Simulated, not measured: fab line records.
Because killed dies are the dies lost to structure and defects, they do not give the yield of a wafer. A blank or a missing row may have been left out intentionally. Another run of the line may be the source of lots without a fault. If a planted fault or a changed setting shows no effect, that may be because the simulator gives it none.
2 desks, one fault	flow sky130	every desk sees just its own numbers, and what lay behind them comes last

METROLOGY DESK
What the gauges read for every lot (on any tool): the sampled wafers with a number, averaged. Any lot whose mean is over 4 standard deviations away from the usual mean is out of limits and marked OUT; that distance is given in the brackets.
Columns: A = METAL3_OVL at SKY_METAL3_OVL_MEAS_14, usual 4 nm; B = VIA3_OVL at SKY_VIA3_OVL_MEAS_13, usual -1 nm
lot	first seen here	A	B
L131	day 38 15:41	-2	-2
L132	day 38 23:49	3	4
L134	day 39 17:03	4	-5
L135	day 40 02:55	-2	-10
L138	day 40 20:04	8	-5
L141	day 41 17:44	12	-0
L140	day 41 19:58	3	7
L144	day 42 18:34	9	1
L146	day 43 01:16	3	2
L147	day 43 15:16	7	7
L152	day 45 05:26	2	-2
L153	day 45 11:16	-0	5
L154	day 45 19:38	6	-8
This desk found nothing out of limits on any of the 13 lots.

AT THE TOOL OWNER'S DESK: litho-track-01
The tool's own readings at SKY_CAP2M_DEVELOP_11 (develop time 60 s): means of the sampled wafers that have a number, for each lot that ran on this tool. Any lot whose mean is over 4 standard deviations away from the usual mean is out of limits and marked OUT; that distance is given in the brackets.
Columns: A = developer-temp-C at SKY_CAP2M_DEVELOP_11, usual 23.04 C
lot	first seen here	A
L138	day 43 00:08	22.89
L140	day 43 22:41	23.15
L144	day 44 20:20	22.05 (-9.0) OUT
L147	day 45 14:11	22.29 (-6.8) OUT
This desk finds L144, L147 out of limits, L144 being first, at day 44 20:20 (developer-temp-C at SKY_CAP2M_DEVELOP_11). Within limits: L138, L140.

PUT TOGETHER
An alarm could have come from the tool owner's desk at day 44 20:20, on L144, L147.
Metrology desk: nothing out of limits seen.
The metrology desk has L144, L147 on record, within its limits.
SKY_CAP2M_DEVELOP_11 was run on litho-track-01 by each of the lots named.

WHAT THE SIMULATOR PUT IN
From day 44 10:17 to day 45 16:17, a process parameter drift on litho-track-01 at SKY_CAP2M_DEVELOP_11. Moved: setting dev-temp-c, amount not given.
Struck lots among those shown: L144, L147.
Time in hours from fault onset to the first out-of-limits reading at each desk: the tool owner's desk, 10.
